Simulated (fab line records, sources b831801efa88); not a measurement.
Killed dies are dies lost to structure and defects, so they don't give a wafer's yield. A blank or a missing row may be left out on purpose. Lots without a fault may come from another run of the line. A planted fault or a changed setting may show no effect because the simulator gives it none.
Chamber matching | flow sky130 | SKY_VIA2_HDPCVD_00 on hdpcvd-01: 3 sister chambers
The step deposits SiO2, target thk 1180 nm, time 196.7 s. 14 wafers are shown with their chamber, then 7 later ones without.

WAFERS WITH THEIR CHAMBER
wafer  | chamber | run_length_s (s) | pressure_mtorr (mTorr)
L574.1 | 2       | 224.5            | 6.012
L574.3 | 1       | 224.5            | 6.007
L574.4 | 0       | 224.0            | 5.987
L575.1 | 0       | 223.6            | 6.005
L575.2 | 2       | 225.3            | 5.997
L575.5 | 0       | 224.3            | 5.986
L576.3 | 1       | 224.8            | 6.000
L576.4 | 2       | 224.4            | 6.025
L576.5 | 0       | 223.6            | 6.002
L581.1 | 1       | 224.4            | 5.996
L581.2 | 2       | 224.3            | 5.989
L581.5 | 2       | 224.7            | 5.984
L584.3 | 1       | 224.7            | 6.008
L584.5 | 2       | 224.5            | 6.007

SIGNATURES (means of the wafers above)
reading        | chamber 0 | chamber 1 | chamber 2 | scatter within a chamber
run_length_s   | 223.875   | 224.600   | 224.617   | 0.316
pressure_mtorr | 5.99500   | 6.00275   | 6.00233   | 0.0119
Rule: a wafer's distance from a chamber is the root of the sum, over the readings, of the square of ((its reading less the chamber's mean) divided by the reading's scatter). The wafer belongs to the nearest chamber; if the next one is less than 2 further off, it can't be placed. The scatter: the root of (the sum of the squares of (reading less its chamber's mean) over the shown wafers, divided by (wafers less chambers)).

WAFERS WITHOUT THEIR CHAMBER
wafer  | run_length_s (s) | pressure_mtorr (mTorr)
L584.6 | 224.5            | 6.017
L594.1 | 223.9            | 5.983
L594.3 | 224.6            | 6.009
L594.5 | 224.4            | 5.974
L595.1 | 225.0            | 5.985
L595.3 | 224.8            | 6.004
L595.5 | 224.3            | 6.001

WHICH CHAMBER EACH WENT THROUGH
wafer  | from the rows above          | in truth
L584.6 | can't be placed: 1 or 2 or 0 | 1
L594.1 | can't be placed: 0 or 1 or 2 | 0
L594.3 | can't be placed: 1 or 2      | 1
L594.5 | can't be placed: 0 or 2 or 1 | 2
L595.1 | can't be placed: 2 or 1 or 0 | 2
L595.3 | can't be placed: 2 or 1      | 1
L595.5 | can't be placed: 1 or 2 or 0 | 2
Placed correctly: 0 of 7. Can't be placed from these rows: 7 (the true chamber is among the candidates in 7). Placed wrongly: 0.
